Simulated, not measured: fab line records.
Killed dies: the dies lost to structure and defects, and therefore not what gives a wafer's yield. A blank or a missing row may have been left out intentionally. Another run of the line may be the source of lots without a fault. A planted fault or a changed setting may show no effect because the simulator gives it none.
The tool behind it: which one? + flow sky130 + 6 lots with 17 wafers sampled at 3 steps, on a route of 708 steps

## WHAT THE GAUGES READ, wafer by wafer
SKY_CONTACT_THK_MEAS_03.
| lot  | measured     | on            | CONTACT_HDPCVD_THK (nm) |
|------|--------------|---------------|-------------------------|
| L532 | day 30 13:53 | film metro-01 | 566 564 568             |
| L535 | day 31 20:44 | film metro-01 | 561 566 569             |
| L541 | day 33 18:30 | film metro-02 | 1016 1015               |
| L546 | day 35 09:26 | film metro-01 | 565 569 567             |
| L551 | day 37 00:08 | film metro-04 | 569 566 567             |
| L553 | day 37 15:27 | film metro-02 | 575 565 568             |

## WHAT TOOL EACH LOT RAN ON (gives the tool, then ch and the chambers of the sampled wafers, and finally the start)
| lot  | SKY_LI_CONTACT_CMP_24         | SKY_CONTACT_HDPCVD_02            |
|------|-------------------------------|----------------------------------|
| L532 | cmp-02 ch 1,2,3, day 29 08:15 | hdpcvd-02 ch 0,2, day 30 13:48   |
| L535 | cmp-01 ch 0,1,3, day 30 15:19 | hdpcvd-02 ch 0,2, day 31 20:40   |
| L541 | cmp-02 ch 1,2, day 32 14:26   | hdpcvd-01 ch 0,1, day 33 18:25   |
| L546 | cmp-01 ch 0,1, day 34 05:54   | hdpcvd-02 ch 0,1,2, day 35 09:22 |
| L551 | cmp-01 ch 0,1,2, day 35 20:40 | hdpcvd-02 ch 0,2, day 37 00:02   |
| L553 | cmp-01 ch 0,2,3, day 36 12:07 | hdpcvd-02 ch 0,1, day 37 15:22   |
- SKY_LI_CONTACT_CMP_24: polishes, stops on PSG, t overpolish 20 s, target thk 0 nm.
- SKY_CONTACT_HDPCVD_02: deposits SiO2, target thk 565 nm, time 94.2 s.

## THE ANSWER, worked out from the rows above alone
Rule: the lots themselves supply what counts as usual. The widest of any qualifying gaps counts: lots, ordered by their means at a reading, are off when they make up no more than a third of the lots, leave a main group of 4 or more, and stand apart from it by 3 or more times the standard deviation of that group's means. The tables above print the reading to a certain number of digits; a main group whose means all agree to those digits is not used. Also off: a lot with no number at a reading for which 4 or more lots have one. Any other lot the step has rows for is counted as sound.
Off: L541, seen at SKY_CONTACT_THK_MEAS_03 (CONTACT_HDPCVD_THK). The main group has a mean of 567 nm with a standard deviation of 1.4.
If a tool, at a process step before that reading, ran all the lots that are off and no sound lot after the first of them, it fits. Gauges at SKY_CONTACT_THK_MEAS_03: tried the same way as those tools. This does not decide it: 2 tools fit, namely cmp-02 at SKY_LI_CONTACT_CMP_24 and hdpcvd-01 at SKY_CONTACT_HDPCVD_02.

## WHAT THE SIMULATOR HAD INSERTED
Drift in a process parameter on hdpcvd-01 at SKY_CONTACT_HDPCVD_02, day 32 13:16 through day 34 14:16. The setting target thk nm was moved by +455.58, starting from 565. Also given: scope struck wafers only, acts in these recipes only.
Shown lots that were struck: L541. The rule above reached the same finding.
